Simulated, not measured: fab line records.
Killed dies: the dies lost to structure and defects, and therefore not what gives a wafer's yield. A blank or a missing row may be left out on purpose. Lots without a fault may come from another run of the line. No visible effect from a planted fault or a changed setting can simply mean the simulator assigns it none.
Chamber matching | flow sky130 | 4 sister chambers for SKY_POLY_GATE_ETCH_17 on rieSi-01
The step etches poly-Si in HBr/Cl2, stops on SiO2, target depth 180 nm, time 70.5 s. 8 wafers are shown with their chamber, then 7 later ones without.

== WAFERS WITH THEIR CHAMBER ==
wafer  | chamber | drypumpMotorCurrentA (A) | oesProductAu (a.u.)
L851.6 | 1       | 6.1                      | 0.991
L861.1 | 2       | 6.1                      | 0.991
L861.3 | 3       | 5.7                      | 1.008
L865.1 | 3       | 5.6                      | 0.973
L865.5 | 1       | 6.1                      | 0.982
L865.6 | 0       | 5.2                      | 0.984
L867.2 | 0       | 5.2                      | 0.989
L867.4 | 2       | 6.1                      | 0.990

== WAFERS WITHOUT THEIR CHAMBER ==
wafer  | drypumpMotorCurrentA (A) | oesProductAu (a.u.)
L867.6 | 6.1                      | 0.990
L871.1 | 6.1                      | 0.982
L871.4 | 6.1                      | 0.983
L871.5 | 5.2                      | 0.979
L873.3 | 6.1                      | 0.986
L873.4 | 5.1                      | 0.990
L873.6 | 5.1                      | 0.991

== WHICH CHAMBER EACH WENT THROUGH ==
wafer  | from the rows above     | in truth
L867.6 | can't be placed: 2 or 1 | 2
L871.1 | can't be placed: 1 or 2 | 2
L871.4 | can't be placed: 1 or 2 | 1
L871.5 | 0                       | 0
L873.3 | can't be placed: 1 or 2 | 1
L873.4 | 0                       | 0
L873.6 | 0                       | 0
Correctly placed: 3 of 7. Not placeable from these rows: 4 (in 4, the candidates include the true chamber). Number placed wrongly: 0.
How it was worked out, from the rows above alone: a wafer's distance from a chamber is the root of the sum, over the readings, of the square of ((its reading less the chamber's mean) divided by the reading's scatter). The wafer belongs to the nearest chamber; if the next one is less than 2 further off, it can't be placed. The mean given for a chamber averages the wafers shown for that chamber. The scatter: the root of (the sum of the squares of (reading less its chamber's mean) over the shown wafers, divided by (wafers less chambers)).
